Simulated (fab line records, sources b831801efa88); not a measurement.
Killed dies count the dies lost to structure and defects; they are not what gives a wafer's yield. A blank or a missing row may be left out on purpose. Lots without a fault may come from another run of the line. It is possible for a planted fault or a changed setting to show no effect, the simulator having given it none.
Which tool was responsible? | flow gf180mcu | Sampling: 11 lots, 33 wafers, 4 of 602 route steps

## WHAT THE GAUGES SHOWED, per wafer
GF_HV_LDD_THK_MEAS_57.
lot  | measured     | on            | HV_LDD_CVD_56_THK (nm)
L979 | day 13 09:35 | film-metro-03 | 90.7 89.9 90.3
L980 | day 13 19:59 | film-metro-04 | 90.2 89.8 90.9
L983 | day 14 20:49 | film-metro-04 | 89.5 90.7 89.8
L986 | day 15 18:40 | film-metro-01 | 90.5 89.9 89.5
L988 | day 16 07:20 | film-metro-03 | 90.5 90.7 90.2
L990 | day 17 06:20 | film-metro-03 | 114.4 114.9 114.4
L991 | day 17 11:38 | film-metro-01 | 115.4 115.6 115.5
L992 | day 17 17:05 | film-metro-03 | 89.8 90.7 89.7
L997 | day 19 17:04 | film-metro-01 | 90.0 89.1 89.4
L998 | day 20 03:38 | film-metro-04 | 89.1 88.8 88.6
L999 | day 20 05:53 | film-metro-04 | 90.9 90.9 90.9

GF_NSD_OVL_MEAS_08.
lot  | measured     | on         | NSD_OVL (nm)
L979 | day 14 05:55 | overlay-01 | -0.2 0.1 0.9
L980 | day 14 16:22 | overlay-01 | 0.9 0.5 0.1
L983 | day 15 18:25 | overlay-01 | 1.0 0.4 2.3
L986 | day 16 16:43 | overlay-01 | 3.7 1.6 1.8
L988 | day 17 05:30 | overlay-01 | 1.8 2.6 1.0
L990 | day 18 05:40 | overlay-01 | 2.4 2.1 1.6
L991 | day 18 11:25 | overlay-01 | 0.1 0.5 1.3
L992 | day 18 17:33 | overlay-02 | 0.2 1.6 1.7
L997 | day 20 16:50 | overlay-01 | 0.7 0.0 -0.4
L998 | day 21 04:12 | overlay-01 | 0.0 0.7 1.0
L999 | day 21 05:25 | overlay-01 | 0.6 1.7 2.3

## TOOL THAT RAN EACH LOT (tool first, then ch and the chambers of the sampled wafers, then the start)
lot  | GF_HV_LDD_CVD_56            | GF_HV_LDD_ETCHBACK_58
L979 | lpcvd-01 ch 1, day 13 08:10 | rie-diel-01 ch 0,1,2, day 13 09:39
L980 | lpcvd-02 ch 0, day 13 18:33 | rie-diel-01 ch 0,2,3, day 13 20:02
L983 | lpcvd-01 ch 0, day 14 19:15 | rie-diel-01 ch 2,3, day 14 20:52
L986 | lpcvd-02 ch 0, day 15 17:15 | rie-diel-01 ch 0,1,3, day 15 18:44
L988 | lpcvd-01 ch 0, day 16 05:54 | rie-diel-04 ch 1,2,3, day 16 07:23
L990 | lpcvd-02 ch 1, day 17 04:55 | rie-diel-04 ch 0,1, day 17 06:23
L991 | lpcvd-02 ch 1, day 17 10:11 | rie-diel-04 ch 0,2,3, day 17 11:40
L992 | lpcvd-01 ch 0, day 17 15:40 | rie-diel-01 ch 1,2, day 17 17:09
L997 | lpcvd-01 ch 0, day 19 14:55 | rie-diel-04 ch 0,1,2, day 19 17:07
L998 | lpcvd-01 ch 0, day 20 02:12 | rie-diel-04 ch 0,1,3, day 20 03:41
L999 | lpcvd-01 ch 1, day 20 04:26 | rie-diel-04 ch 1,2,3, day 20 05:56
- GF_HV_LDD_CVD_56: deposits Si3N4 from DCS/NH3, target thk 90 nm, time 1543 s.
- GF_HV_LDD_ETCHBACK_58: etches Si3N4 in CH3F/O2, stops on SiO2, time 100 s, target depth 90 nm.

## WHAT THE TOOLS THEMSELVES READ (means of the sampled wafers that have a number; where no wafer has one, the mark that the record gives instead)
GF_HV_LDD_CVD_56.
lot  | tool     | spike-tc-lower-C (C) | spike-tc-upper-C (C) | zone-power-lower-pct (%)
L979 | lpcvd-01 | 769.5                | 769.5                | 11.9
L980 | lpcvd-02 | 770.7                | 771.3                | 17.2
L983 | lpcvd-01 | 770.4                | 770.2                | 14.8
L986 | lpcvd-02 | 770.7                | 770.9                | 17.3
L988 | lpcvd-01 | 770.6                | 769.3                | 14.8
L990 | lpcvd-02 | 769.3                | 772.6                | 12.9
L991 | lpcvd-02 | 768.2                | 770.7                | 12.8
L992 | lpcvd-01 | 770.4                | 770.1                | 15.0
L997 | lpcvd-01 | 769.6                | 770.0                | 14.8
L998 | lpcvd-01 | 770.3                | 769.5                | 14.8
L999 | lpcvd-01 | 770.7                | 769.2                | 12.0

GF_HV_LDD_ETCHBACK_58.
lot  | tool        | ch3f-flow-sccm (sccm) | drypump-motor-current-A (A) | oes-product-au (a.u.) | throttle-valve-pct (%)
L979 | rie-diel-01 | 40.00                 | 5.6                         | 0.846                 | 10.560
L980 | rie-diel-01 | 39.99                 | 5.7                         | 0.845                 | 10.561
L983 | rie-diel-01 | 40.07                 | 5.8                         | 0.842                 | 10.557
L986 | rie-diel-01 | 40.00                 | 5.7                         | 0.836                 | 10.559
L988 | rie-diel-04 | 39.97                 | 6.0                         | 0.845                 | 10.550
L990 | rie-diel-04 | 39.96                 | 5.9                         | 0.967                 | 10.572
L991 | rie-diel-04 | 40.02                 | 5.6                         | 0.971                 | 10.585
L992 | rie-diel-01 | 39.99                 | 5.8                         | 0.846                 | 10.565
L997 | rie-diel-04 | 39.93                 | 5.6                         | 0.839                 | 10.559
L998 | rie-diel-04 | 40.06                 | 5.8                         | 0.833                 | 10.560
L999 | rie-diel-04 | 39.98                 | 6.0                         | 0.845                 | 10.562

## THE ANSWER, worked out from the rows above alone
Rule: usual is defined by the lots themselves. Put in order of their means at a reading, lots are off if they are a third of the lots or fewer, leave a main group of 4 or more, and stand apart from it by a gap of 3 or more times the standard deviation of the main group's means; of several such gaps the widest counts. A main group whose means are all the same, to the digits that the tables above print for the reading, isn't used. Also off: a lot with no number at a reading for which 4 or more lots have one. All remaining lots with rows at the step are treated as sound. After the gauges, taken in route order, come the tools' own readings; for these a lot's mean is taken, as printed above. The first step at which some lot is off is used, and at that step the reading that is off furthest; a lot without a number counts as furthest.
Off: at GF_HV_LDD_THK_MEAS_57 (HV_LDD_CVD_56_THK), L990, L991. Main group: mean 90.0 nm, sd 0.56.
A tool fits if, at a process step before that reading, it ran every lot that is off, and no sound lot after the first of them. The gauges at GF_HV_LDD_THK_MEAS_57 aren't tried: what is off there is off at GF_HV_LDD_ETCHBACK_58 too, on other tools, and a gauge's error can't cause that. One fits: GF_HV_LDD_CVD_56 on lpcvd-02. Its last sound lot is L986 (day 15 17:15), its first lot that is off L990 (day 17 04:55): a fault that began between those two fits.

## WHAT THE SIMULATOR HAD INSERTED
lpcvd-02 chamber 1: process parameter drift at GF_HV_LDD_CVD_56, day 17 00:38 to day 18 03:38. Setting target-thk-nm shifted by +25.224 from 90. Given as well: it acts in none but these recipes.
Shown lots that were struck: L990, L991. The rule above found the same.
